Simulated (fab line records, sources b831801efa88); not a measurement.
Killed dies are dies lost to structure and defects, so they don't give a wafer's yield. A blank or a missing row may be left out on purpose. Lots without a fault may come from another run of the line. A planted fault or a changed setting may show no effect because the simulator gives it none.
fab line records | flow sky130
record lots=6 wafers=18 last_day=50
route steps=708 shown NWELL@76 PWDE@84 VT_ADJUST_HVTP@85 PAD_OPEN@708
lots that met no fault: from a run of the same line without faults
start_h: hours from the record's first day to the start of the lot's first wafer shown | wait_h: hours since the lot's step before | " the same as in the row above | L1.1+2: a row that stands for several wafers | - no value, or no start given | * or withheld: withheld | < > ~ a bound
route shown NAME@n: a module of which the file shows steps, and the number in the route of the first | usual: mean/standard deviation of fault-free wafers | same: alike in all rows | chamber/n: place in a boat | sites: the reading at each site | _std_site: their standard deviation | _edge_site: outer sites' mean less inner sites' | radius_mm: how far each site lies from the wafer's centre | mask NAME#n: copy n | behind: the tool/chamber that last shaped the wafer | hold: why the lot was held/for how many hours/how that ended | device: the transistor (n, p or np) that didn't switch | end of line: the same wafers' tests at the end of the route | a step without rows: its recipe alone | killed: dies lost to structure and defects at the first sort, not the wafer's yield | map: a wafer's dies, x killed, . not, _ none there
set.NAME: the setting as run; set.NAME@STEP: as run at that earlier step | model.NAME: the simulator's own value behind a step, which no gauge read
lots at some steps of the route; a table a step, a row a wafer
services: from which hour (start_h, from the record's first day; less than 0 if before it) a tool's chamber was out of use, for how many hours, and why
## steps
# step SKY_NWELL_OVL_MEAS_23
# usual NWELL_01_OVL=-0.9/1.3
# columns lot.wafer tool chamber start_h wait_h NWELL_01_OVL[nm]
L436.2 overlay-02 - 114.92 - 0.3
L436.3 " - " " 0.2
L436.6 " - " " 1.0
L441.1 overlay-02 - 147.36 - -1.6
L441.3 " - " " -0.3
L441.5 " - " " -0.6
L448.2 overlay-02 - 186.02 - 1.9
L448.3 " - " " -1.6
L448.4 " - " " -0.4
L449.1 overlay-02 - 191.51 - -0.6
L449.3 " - " " 0.1
L449.6 " - " " -0.4
L453.2 overlay-01 - 221.67 - -2.8
L453.3 " - " " -1.4
L453.6 " - " " -2.5
L456.2 overlay-02 - 240.32 - -1.2
L456.4 " - " " -2.5
L456.6 " - " " -1.8
# step SKY_NWELL_IMPLANT_24
# recipe species=B energy_kev=140 dose_cm2=9.2e+12 tilt_deg=withheld
# step SKY_NWELL_STRIP_25
# recipe chemistry=O2/N2 power_w=1400 pressure_mtorr=1500 platen_temp_c=withheld o2_flow_sccm=3000 n2_flow_sccm=300 overash_fraction=0.5
# usual drypump_motor_current_A=5.8/0.47 oes_product_au=0.724/0.0046 strip_time_to_endpoint_s=37.00/0.12
# columns lot.wafer tool chamber start_h wait_h drypump_motor_current_A oes_product_au rf_hours_counter_h strip_time_to_endpoint_s
L436.2 plasma_asher-02 0 115.10 0.1 5.7 0.720 44 36.99
L436.3 " 1 " " 5.8 0.720 - 37.02
L436.6 " 1 " " 5.8 0.728 - 37.05
L441.1 plasma_asher-04 0 147.55 0.1 6.5 0.726 33 37.15
L441.3 " 0 " " 6.6 0.722 - 37.22
L441.5 " 0 " " 6.6 0.722 - 37.16
L448.2 plasma_asher-02 0 186.20 0.1 5.7 0.722 50 36.91
L448.3 " 0 " " 5.7 0.722 - 37.02
L448.4 " 1 " " 5.8 0.719 - 37.00
L449.1 plasma_asher-02 1 191.70 0.1 5.8 0.732 50 37.09
L449.3 " 1 " " 5.8 0.724 - 37.12
L449.6 " 0 " " 5.7 0.728 - 37.06
L453.2 plasma_asher-04 1 221.85 0.1 5.4 0.723 40 36.84
L453.3 " 1 " " 5.4 0.727 - 36.85
L453.6 " 1 " " 5.4 0.713 - 36.95
L456.2 plasma_asher-03 1 240.50 0.1 5.1 0.724 10 36.93
L456.4 " 0 " " 6.1 0.729 - 36.92
L456.6 " 1 " " 5.1 0.724 - 36.92
# step SKY_NWELL_TW_MEAS_26
# usual NWELL_2_TW=496/5.7
# columns lot.wafer tool chamber start_h wait_h NWELL_2_TW
L436.2 film_metro-02 - 115.21 0.1 496
L436.3 " - " " 494
L436.6 " - " " 496
L441.1 film_metro-03 - 147.65 0.1 500
L441.3 " - " " 499
L441.5 " - " " 500
L448.2 film_metro-02 - 186.31 0.1 497
L448.3 " - " " 497
L448.4 " - " " 494
L449.1 film_metro-04 - 191.80 0.1 488
L449.3 " - " " 488
L449.6 " - " " 490
L453.2 film_metro-03 - 221.96 0.1 500
L453.3 " - " " 503
L453.6 " - " " 502
L456.2 film_metro-04 - 240.61 0.1 490
L456.4 " - " " 488
L456.6 " - " " 488
# step SKY_NWELL_CLEAN_27
# recipe chemistry=SC1/SC2 mix=1:4:20 temp_c=70 time_s=150 dry=n2_spin
# step SKY_NWELL_RTA_28
# recipe temp_c=1050 time_s=30 idle_temp_c=650 ramp_up_c_per_s=150 ramp_down_c_per_s=90 ambient=N2
# usual lamp_power_pct=25.31/0.054 ramp_up_c_per_s=150.00/0.026 wafer_temp_C_max=1054.9/1.1
# columns lot.wafer tool chamber start_h wait_h lamp_power_pct ramp_up_c_per_s wafer_temp_C_max
L436.2 rtp_anneal-01 0 115.33 0.0 25.30 150.00 1055.7
L436.3 " 0 " " 25.36 149.98 1055.3
L436.6 " 0 " " 25.38 149.99 1056.5
L441.1 rtp_anneal-02 0 147.76 0.0 25.37 149.98 1055.8
L441.3 " 0 " " 25.34 149.96 1056.2
L441.5 " 0 " " 25.38 150.00 1055.4
L448.2 rtp_anneal-01 0 186.43 0.0 25.20 150.06 1057.1
L448.3 " 0 " " 25.32 150.00 1056.6
L448.4 " 0 " " 25.42 149.98 1055.2
L449.1 rtp_anneal-02 0 191.91 0.0 25.24 149.97 1054.6
L449.3 " 0 " " 25.38 149.97 1055.5
L449.6 " 0 " " 25.37 150.02 1053.7
L453.2 rtp_anneal-01 0 222.08 0.0 25.31 150.03 1053.9
L453.3 " 0 " " 25.38 150.01 1053.6
L453.6 " 0 " " 25.30 150.02 1054.5
L456.2 rtp_anneal-01 0 240.73 0.0 25.32 150.02 1054.1
L456.4 " 0 " " 25.25 149.98 1055.0
L456.6 " 0 " " 25.25 150.00 1053.9
# step SKY_NWELL_RS_MEAS_29
# recipe thk_meas_gauge=four-point-probe
# usual NWELL_RS=624.9/1.3
# columns lot.wafer tool chamber start_h wait_h NWELL_RS[ohm/sq]
L436.2 film_metro-03 - 115.43 0.1 625.0
L436.3 " - " " 625.5
L436.6 " - " " 625.7
L441.1 film_metro-02 - 147.86 0.1 624.6
L441.3 " - " " 624.8
L441.5 " - " " 624.6
L448.2 film_metro-03 - 186.53 0.1 624.3
L448.3 " - " " 626.0
L448.4 " - " " 624.8
L449.1 film_metro-02 - 192.01 0.1 624.5
L449.3 " - " " 623.3
L449.6 " - " " 625.5
L453.2 film_metro-04 - 222.18 0.1 624.4
L453.3 " - " " 624.9
L453.6 " - " " 624.9
L456.2 film_metro-04 - 240.83 0.1 623.1
L456.4 " - " " 622.6
L456.6 " - " " 623.4
# step SKY_NWELL_RS_MEAS_31
# recipe thk_meas_gauge=four-point-probe
# usual PWDE_RS=5284/17
# columns lot.wafer tool chamber start_h wait_h PWDE_RS[ohm/sq]
L436.2 film_metro-03 - 115.67 0.1 5270
L436.3 " - " " 5301
L436.6 " - " " 5284
L441.1 film_metro-02 - 148.10 0.1 5280
L441.3 " - " " 5276
L441.5 " - " " 5308
L448.2 film_metro-03 - 186.77 0.1 5257
L448.3 " - " " 5262
L448.4 " - " " 5266
L449.1 film_metro-02 - 192.25 0.1 5285
L449.3 " - " " 5301
L449.6 " - " " 5301
L453.2 film_metro-04 - 222.42 0.1 5283
L453.3 " - " " 5286
L453.6 " - " " 5288
L456.2 film_metro-04 - 241.07 0.1 5272
L456.4 " - " " 5279
L456.6 " - " " 5253
# step SKY_VT_ADJUST_HVTP_DEHYDRATE_00
# recipe temp_c=200 time_s=60
# step SKY_VT_ADJUST_HVTP_HMDS_01
# recipe prime_time_s=60 prime_temp_c=120
# step SKY_VT_ADJUST_HVTP_COAT_02
# recipe resist=NOVOLAK spin_rpm=3000 resist_thk_nm=1140
# step SKY_VT_ADJUST_HVTP_SOFTBAKE_03
# recipe temp_c=90 time_s=60 resist=NOVOLAK
# usual heater_power_total_W=56.60/0.042 plate_temp_C=90.00/0.14 resist_line_temp_C=22.99/0.12
# columns lot.wafer tool chamber start_h wait_h heater_power_total_W plate_temp_C resist_line_temp_C
L436.2 litho_track-04 0 124.74 0.1 56.55 90.01 22.91
L436.3 " 0 " " 56.56 89.85 23.06
L436.6 " 0 " " 56.53 89.89 22.79
L441.1 litho_track-03 0 157.15 0.1 56.50 90.05 22.99
L441.3 " 0 " " 56.60 89.64 22.95
L441.5 " 0 " " 56.62 89.76 23.13
L448.2 litho_track-03 0 197.33 0.1 50.37 82.56 23.03
L448.3 " 0 " " 50.24 82.73 23.22
L448.4 " 0 " " 50.26 82.71 23.12
L449.1 litho_track-03 0 201.95 0.1 50.26 82.72 23.05
L449.3 " 0 " " 50.25 83.08 22.98
L449.6 " 0 " " 50.18 82.85 23.02
L453.2 litho_track-04 0 233.04 0.1 56.62 90.07 22.91
L453.3 " 0 " " 56.61 90.19 22.83
L453.6 " 0 " " 56.61 89.97 22.86
L456.2 litho_track-04 0 252.14 0.1 56.57 90.08 22.92
L456.4 " 0 " " 56.54 90.19 23.22
L456.6 " 0 " " 56.52 90.23 23.06
# step SKY_VT_ADJUST_HVTP_EXPOSE_04
# recipe mask_id=HVTPM na=0.6 source_shape=conventional sigma_outer=0.6 polarization=unpolarized target_cd_nm=380 dose_mj=140
# step SKY_VT_ADJUST_HVTP_PEB_05
# recipe temp_c=withheld time_s=* resist=NOVOLAK
# step SKY_VT_ADJUST_HVTP_DEVELOP_06
# recipe resist=NOVOLAK developer=TMAH develop_time_s=60 dev_temp_c=23
# usual resist_line_temp_C=22.98/0.11
# columns lot.wafer tool chamber start_h wait_h resist_line_temp_C model.NOVOLAK_of_VT_ADJUST_HVTP_COAT_02.thk_nm
L436.2 litho_track-03 0 133.23 0.1 22.96 1139
L436.3 " 0 " " 23.01 1141
L436.6 " 0 " " 22.98 1138
L441.1 litho_track-04 0 166.91 0.1 23.13 1144
L441.3 " 0 " " 23.15 1139
L441.5 " 0 " " 23.06 1142
L448.2 litho_track-04 0 207.54 0.1 22.83 1164
L448.3 " 0 " " 22.92 1165
L448.4 " 0 " " 22.86 1167
L449.1 litho_track-01 0 212.77 0.1 23.19 1158
L449.3 " 0 " " 23.30 1159
L449.6 " 0 " " 23.05 1161
L453.2 litho_track-03 0 244.23 0.1 23.02 1137
L453.3 " 0 " " 22.92 1136
L453.6 " 0 " " 23.00 1140
L456.2 litho_track-04 0 263.94 0.1 22.96 1147
L456.4 " 0 " " 22.91 1147
L456.6 " 0 " " 23.05 1147
# step SKY_VT_ADJUST_HVTP_CD_MEAS_07
# recipe target_cd_nm=380
# usual cd_nm=380.6/2.8
# columns lot.wafer tool chamber start_h wait_h cd_nm
L436.2 cd_sem-02 - 133.37 0.1 380.0
L436.3 " - " " 377.2
L436.6 " - " " 376.8
L441.1 cd_sem-01 - 167.06 0.1 379.4
L441.3 " - " " 381.4
L441.5 " - " " 381.8
L448.2 cd_sem-02 - 207.68 0.1 376.1
L448.3 " - " " 375.8
L448.4 " - " " 377.0
L449.1 cd_sem-01 - 212.92 0.1 382.2
L449.3 " - " " 385.3
L449.6 " - " " 384.2
L453.2 cd_sem-02 - 244.40 0.1 381.5
L453.3 " - " " 382.6
L453.6 " - " " 379.7
L456.2 cd_sem-01 - 264.08 0.1 373.7
L456.4 " - " " 370.4
L456.6 " - " " 372.6
# step SKY_VT_ADJUST_HVTP_OVL_MEAS_08
# usual VT_ADJUST_HVTP_OVL=0.1/1.2
# columns lot.wafer tool chamber start_h wait_h VT_ADJUST_HVTP_OVL[nm]
L436.2 overlay-02 - 133.48 0.1 0.3
L436.3 " - " " -0.2
L436.6 " - " " -2.1
L441.1 overlay-02 - 167.18 0.1 -0.7
L441.3 " - " " 1.8
L441.5 " - " " -0.1
L448.2 overlay-02 - 207.79 0.1 0.7
L448.3 " - " " -0.4
L448.4 " - " " 0.4
L449.1 overlay-01 - 213.04 0.1 -0.3
L449.3 " - " " -0.5
L449.6 " - " " -1.1
L453.2 overlay-01 - 244.51 0.1 -0.2
L453.3 " - " " 1.0
L453.6 " - " " 1.5
L456.2 overlay-01 - 264.19 0.1 1.9
L456.4 " - " " 0.0
L456.6 " - " " 0.6
# step SKY_VT_ADJUST_HVTP_IMPLANT_09
# recipe species=As energy_kev=150 dose_cm2=4.3e+12 tilt_deg=withheld
# step SKY_VT_ADJUST_HVTP_STRIP_10
# recipe chemistry=O2/N2 power_w=1400 pressure_mtorr=1500 platen_temp_c=withheld o2_flow_sccm=3000 n2_flow_sccm=300 overash_fraction=0.5
# usual drypump_motor_current_A=5.5/0.41 oes_product_au=0.716/0.0048 strip_time_to_endpoint_s=14.19/0.042
# columns lot.wafer tool chamber start_h wait_h drypump_motor_current_A oes_product_au rf_hours_counter_h strip_time_to_endpoint_s
L436.2 plasma_asher-01 1 133.66 0.1 5.0 0.718 45 14.20
L436.3 " 1 " " 5.0 0.716 - 14.19
L436.6 " 0 " " 5.7 0.716 - 14.14
L441.1 plasma_asher-02 1 167.37 0.1 5.8 0.705 48 14.22
L441.3 " 1 " " 5.8 0.715 - 14.16
L441.5 " 1 " " 5.8 0.716 - 14.19
L448.2 plasma_asher-01 1 207.97 0.1 5.0 0.716 53 14.44
L448.3 " 1 " " 4.9 0.716 - 14.44
L448.4 " 0 " " 5.7 0.722 - 14.47
L449.1 plasma_asher-01 0 213.23 0.1 5.7 0.712 53 14.36
L449.3 " 1 " " 5.0 0.712 - 14.37
L449.6 " 1 " " 5.0 0.716 - 14.40
L453.2 plasma_asher-01 0 244.69 0.1 5.7 0.716 57 14.15
L453.3 " 1 " " 5.0 0.720 - 14.14
L453.6 " 1 " " 5.0 0.718 - 14.18
L456.2 plasma_asher-02 1 264.37 0.1 5.8 0.718 58 14.26
L456.4 " 1 " " 5.8 0.713 - 14.26
L456.6 " 1 " " 5.8 0.711 - 14.26
# step SKY_VT_ADJUST_HVTP_TW_MEAS_11
# usual VT_ADJUST_HVTP_TW=1354/15
# columns lot.wafer tool chamber start_h wait_h VT_ADJUST_HVTP_TW
L436.2 film_metro-01 - 133.77 0.1 1330
L436.3 " - " " 1332
L436.6 " - " " 1322
L441.1 film_metro-02 - 167.47 0.1 1351
L441.3 " - " " 1344
L441.5 " - " " 1350
L448.2 film_metro-01 - 208.08 0.1 1339
L448.3 " - " " 1342
L448.4 " - " " 1342
L449.1 film_metro-03 - 213.33 0.1 1390
L449.3 " - " " 1377
L449.6 " - " " 1381
L453.2 film_metro-03 - 244.80 0.1 1378
L453.3 " - " " 1370
L453.6 " - " " 1381
L456.2 film_metro-03 - 264.48 0.1 1366
L456.4 " - " " 1374
L456.6 " - " " 1369
# step SKY_PAD_OPEN_PROBE_99
# usual killed_at_M0_to_M3=43/6.6 killed_at_M4_up=3.0/1.8 killed_at_contacts=24/5.1 killed_at_front_end=16/4.5 killed_at_other=0.3/0.67 killed_dies=86/9.3 killed_open=47/6.9 killed_short=39/6.6
# same gross_dies=492 killed_at_back_side=0
# columns lot.wafer tool chamber start_h wait_h killed_at_M0_to_M3 killed_at_M4_up killed_at_contacts killed_at_front_end killed_at_other killed_dies killed_open killed_short
L441.1 prober-01 - 1115.00 0.1 46 1 23 14 1 85 51 34
L441.3 prober-01 - 1115.10 0.2 37 2 17 15 0 71 41 29
L441.5 prober-01 - 1115.20 0.2 39 2 29 19 0 89 48 39
L449.1 prober-01 - 1155.38 0.1 45 4 34 17 1 101 56 45
L449.3 prober-01 - 1155.48 0.2 49 1 27 22 1 100 54 46
L449.6 prober-01 - 1155.63 0.2 50 2 35 17 1 105 54 51
L453.2 prober-01 - 1188.78 0.1 34 3 19 18 0 74 38 36
L453.3 prober-01 - 1188.83 0.2 56 4 29 18 0 107 61 46
L453.6 prober-01 - 1188.98 0.2 46 3 33 17 0 99 54 45
# killed by level:class
L441.1 VIA2:geometric_particle:open=13 CONTACT:geometric_particle:open=9 METAL2:geometric_particle:short=6 LI_CONTACT:geometric_particle:open=5 VIA1:geometric_particle:open=5 FIELD_ISO:geometric_particle:open=4 CONTACT:geometric_particle:short=4 METAL1:geometric_particle:short=4
L441.3 VIA1:geometric_particle:open=11 VIA2:geometric_particle:open=7 FIELD_ISO:geometric_particle:short=5 CONTACT:geometric_particle:open=5 CONTACT:geometric_particle:short=4 METAL1:geometric_particle:short=4 FIELD_ISO:geometric_particle:open=3 POLY_GATE:geometric_particle:open=3
L441.5 CONTACT:geometric_particle:open=12 METAL2:geometric_particle:short=8 VIA1:geometric_particle:open=8 CONTACT:geometric_particle:short=7 LI_CONTACT:geometric_particle:open=6 VIA3:geometric_particle:open=6 VIA1:geometric_particle:short=5 VIA2:geometric_particle:open=5
L449.1 CONTACT:geometric_particle:open=10 LI_CONTACT:geometric_particle:open=9 VIA1:geometric_particle:open=8 CONTACT:geometric_particle:short=7 VIA1:geometric_particle:short=6 VIA3:geometric_particle:open=6 POLY_GATE:geometric_particle:short=5 LOCAL_INTERCONNECT:geometric_particle:short=5
L449.3 VIA2:geometric_particle:open=9 FIELD_ISO:geometric_particle:short=8 CONTACT:geometric_particle:open=8 VIA1:geometric_particle:open=8 VIA3:geometric_particle:open=8 FIELD_ISO:geometric_particle:open=7 LI_CONTACT:geometric_particle:open=6 VIA1:geometric_particle:short=6
L449.6 CONTACT:geometric_particle:open=16 LI_CONTACT:geometric_particle:open=9 METAL1:geometric_particle:short=9 VIA3:geometric_particle:open=9 VIA1:geometric_particle:open=7 LOCAL_INTERCONNECT:geometric_particle:short=6 VIA2:geometric_particle:open=6 METAL2:geometric_particle:short=5
L453.2 CONTACT:geometric_particle:open=7 VIA1:geometric_particle:open=7 POLY_GATE:geometric_particle:open=6 VIA1:geometric_particle:short=6 CONTACT:geometric_particle:short=5 METAL2:geometric_particle:short=5 LOCAL_INTERCONNECT:geometric_particle:short=4 POLY_GATE:geometric_particle:short=3
L453.3 VIA1:geometric_particle:open=13 VIA2:geometric_particle:open=10 CONTACT:geometric_particle:open=10 VIA3:geometric_particle:open=9 LI_CONTACT:geometric_particle:open=7 LOCAL_INTERCONNECT:geometric_particle:short=6 METAL1:geometric_particle:short=6 VIA1:geometric_particle:short=6
L453.6 VIA1:geometric_particle:open=13 LI_CONTACT:geometric_particle:short=11 CONTACT:geometric_particle:open=11 VIA3:geometric_particle:open=7 METAL1:geometric_particle:short=5 VIA2:geometric_particle:open=5 FIELD_ISO:geometric_particle:open=4 POLY_GATE:geometric_particle:open=4
## services
# columns tool chamber start_h hours kind
plasma_asher-02 - 94.04 2.8 pm
plasma_asher-04 - 108.21 15.2 pm
plasma_asher-03 - 108.75 9.0 pm
plasma_asher-03 0 108.75 9.0 vent_cycle
plasma_asher-03 1 108.75 9.0 vent_cycle
plasma_asher-03 - 110.15 2.1 repair
plasma_asher-03 0 117.75 - clean
plasma_asher-03 1 117.75 - clean
plasma_asher-03 - 125.23 1.4 repair
plasma_asher-02 - 143.26 14.6 pm
plasma_asher-04 - 160.43 8.6 repair
plasma_asher-03 - 213.92 7.7 repair
plasma_asher-03 - 221.58 14.6 pm
plasma_asher-03 - 242.61 3.9 repair
rtp_anneal-01 - 260.02 2.8 pm
## key
first_sign step=SKY_VT_ADJUST_HVTP_SOFTBAKE_03 reading=heater_power_total_W direction=down sigmas=99+ usual=* struck=*
effect step=SKY_VT_ADJUST_HVTP_SOFTBAKE_03 reading=plate_temp_C direction=down sigmas=52 usual=* struck=*
effect step=SKY_VT_ADJUST_HVTP_STRIP_10 reading=strip_time_to_endpoint_s direction=up sigmas=5.3 usual=* struck=*
model_effect step=SKY_VT_ADJUST_HVTP_DEVELOP_06 value=NOVOLAK_of_VT_ADJUST_HVTP_COAT_02.thk_nm without=1140 struck=1163
met_at SKY_VT_ADJUST_HVTP_SOFTBAKE_03
struck_wafers L448.2,L448.3,L448.4,L449.1,L449.3,L449.6
tester_left_out L448,L449
onset_between 157.15 197.33
fault kind=process_parameter_drift tool=litho_track-03 chamber=- onset_h=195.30 steps=SKY_VT_ADJUST_HVTP_SOFTBAKE_03 channel=temp_c offset=* shape=step end_h=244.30 acts_in=* stated=*
# tester_left_out: of these lots the tester's yield and bins aren't shown, on N5 and GAA mostly nor the transistor test; their killed dies are dies lost to structure and defects alone, not to doping, threshold or leakage, so they don't give the yield
